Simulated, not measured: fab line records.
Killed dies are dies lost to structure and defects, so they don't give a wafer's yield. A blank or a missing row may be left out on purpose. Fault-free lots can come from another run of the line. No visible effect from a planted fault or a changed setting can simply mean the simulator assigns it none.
Which tool is to blame?    flow gf180mcu    13 lots, 39 wafers sampled, at 4 steps of a route of 602

WHAT THE GAUGES READ, wafer by wafer
GF_M4_CD_MEAS_14: target cd 280 nm. Usual: cd nm reads 280.0 nm (standard deviation 1.2).
lot   measured      on         cd nm (nm)         flag
L269  day 23 08:01  cd sem-02  281.6 282.2 281.4  
L270  day 23 18:20  cd sem-01  280.3 280.4 281.6  
L274  day 25 08:41  cd sem-01  279.8 280.3 280.8  
L276  day 25 23:12  cd sem-02  279.9 281.3 278.9  
L277  day 26 11:37  cd sem-02  280.1 279.6 280.7  
L282  day 28 21:31  cd sem-02  280.1 278.6 280.2  
L285  day 29 03:09  cd sem-02  279.7 278.0 277.8  
L284  day 29 04:16  cd sem-01  277.5 278.9 278.7  
L288  day 29 12:59  cd sem-02  278.9 278.7 278.3  
L287  day 29 17:55  cd sem-02  280.6 279.4 279.8  
L289  day 30 02:11  cd sem-02  280.5 280.5 278.8  
L290  day 30 06:51  cd sem-01  280.0 280.4 280.2  
L291  day 30 12:09  cd sem-02  277.9 278.9 277.4  

GF_TOP_METAL_CD_MEAS_14: target cd 440 nm. Usual: cd nm reads 440.1 nm (standard deviation 2.5).
lot   measured      on         cd nm (nm)         flag
L269  day 28 01:29  cd sem-02  438.0 439.5 439.9  
L270  day 28 09:32  cd sem-02  445.0 442.3 444.9  
L274  day 29 19:47  cd sem-02  437.8 437.3 438.2  
L276  day 30 06:53  cd sem-02  436.7 435.5 434.7  
L277  day 30 18:22  cd sem-02  439.0 438.2 440.9  
L288  day 33 11:05  cd sem-02  438.9 439.5 439.7  
L287  day 33 14:41  cd sem-02  438.7 439.4 438.4  
L289  day 33 20:40  cd sem-02  441.4 439.5 439.9  
L290  day 34 00:56  cd sem-02  436.2 436.5 436.2  
L291  day 34 06:31  cd sem-02  442.8 441.3 443.8  

EACH LOT AND THE TOOL THAT RAN IT (in order: tool; ch and the chambers of the sampled wafers; start)
lot   GF_M4_SPUTTER_00              GF_V5_STRIP_18
L269  pvd sputter-02, day 22 08:58  plasma asher-03 ch 0,1, day 27 03:56
L270  pvd sputter-01, day 22 20:08  plasma asher-02 ch 0,1, day 27 12:13
L274  pvd sputter-02, day 24 11:07  plasma asher-04 ch 1, day 28 23:23
L276  pvd sputter-01, day 25 01:14  plasma asher-03 ch 0,1, day 29 11:32
L277  pvd sputter-02, day 25 14:11  plasma asher-03 ch 0,1, day 29 23:01
L282  pvd sputter-03, day 28 01:58  plasma asher-03 ch 0,1, day 32 02:54
L285  pvd sputter-01, day 28 07:44  plasma asher-03 ch 0,1, day 32 07:04
L284  pvd sputter-01, day 28 09:48  plasma asher-03 ch 0,1, day 32 09:14
L288  pvd sputter-03, day 28 17:48  plasma asher-03 ch 0,1, day 32 17:25
L287  pvd sputter-01, day 28 23:42  plasma asher-04 ch 0,1, day 32 20:59
L289  pvd sputter-03, day 29 07:08  plasma asher-04 ch 0,1, day 33 03:17
L290  pvd sputter-01, day 29 12:04  plasma asher-04 ch 0,1, day 33 07:52
L291  pvd sputter-01, day 29 17:29  plasma asher-04 ch 0,1, day 33 13:46
- GF_M4_SPUTTER_00: material Ti, target thk 37.5 nm, time 150 s.
- GF_V5_STRIP_18: strips in O2/N2.

WHAT THE TOOLS THEMSELVES READ (means of the sampled wafers that have a number; where no wafer has one, the mark that the record gives instead)
GF_M4_SPUTTER_00. Usual: substrate temp c 199.99 C, standard deviation 0.15; throttle valve pct 29.8 %, standard deviation 0.94.
lot   tool            substrate temp c (C)  throttle valve pct (%)  flag
L269  pvd sputter-02  199.90                29.9                    
L270  pvd sputter-01  199.97                29.9                    
L274  pvd sputter-02  199.87                30.0                    
L276  pvd sputter-01  200.13                29.7                    
L277  pvd sputter-02  200.06                29.4                    
L282  pvd sputter-03  200.07                28.9                    
L285  pvd sputter-01  199.86                30.5                    
L284  pvd sputter-01  200.05                30.3                    
L288  pvd sputter-03  199.84                30.1                    
L287  pvd sputter-01  200.01                30.6                    
L289  pvd sputter-03  200.01                28.6                    
L290  pvd sputter-01  199.93                30.6                    
L291  pvd sputter-01  199.98                30.3                    

GF_V5_STRIP_18. Usual: chamber pressure mTorr 1499.9 mTorr, standard deviation 1.3; drypump motor current A 5.7 A, standard deviation 0.46; heater power w 320 W, standard deviation 19; oes product au 0.567 a.u., standard deviation 0.0053.
lot   tool             chamber pressure mTorr (mTorr)  drypump motor current A (A)  heater power w (W)  oes product au (a.u.)  flag
L269  plasma asher-03  1500.5                          6.2                          300                 0.563                  
L270  plasma asher-02  1500.4                          5.6                          345                 0.564                  
L274  plasma asher-04  1499.3                          5.7                          322                 0.567                  
L276  plasma asher-03  1499.8                          5.9                          295                 0.565                  
L277  plasma asher-03  1500.0                          6.2                          305                 0.567                  
L282  plasma asher-03  -                               -                            -                   -                      OFF
L285  plasma asher-03  -                               -                            -                   -                      OFF
L284  plasma asher-03  -                               -                            -                   -                      OFF
L288  plasma asher-03  1499.8                          5.9                          298                 0.567                  
L287  plasma asher-04  1500.3                          5.6                          319                 0.565                  
L289  plasma asher-04  1500.9                          5.6                          323                 0.572                  
L290  plasma asher-04  1499.7                          5.6                          316                 0.569                  
L291  plasma asher-04  1500.1                          5.6                          326                 0.564                  

THE ANSWER, worked out from the rows above alone
Rule: lot off if the mean of its wafers having a number is beyond 3 standard deviations from the usual mean. Also off: a lot with no number at a reading for which 4 or more lots have one. Any other lot the step has rows for is counted as sound. First the gauges in route order, then the tools' own readings, where a lot's mean is used as printed above. At the first step where some lot is off, the reading lying furthest off is the one used; lots without a number count as furthest.
Off at GF_V5_STRIP_18 (chamber pressure mTorr): L282, L285, L284. Without a number there: L282, L285, L284.
A tool fits if, at that step or a process step before it, it ran every lot that is off, and no sound lot after the first of them. Of those tried, none fits.

WHAT HAD BEEN PUT IN BY THE SIMULATOR
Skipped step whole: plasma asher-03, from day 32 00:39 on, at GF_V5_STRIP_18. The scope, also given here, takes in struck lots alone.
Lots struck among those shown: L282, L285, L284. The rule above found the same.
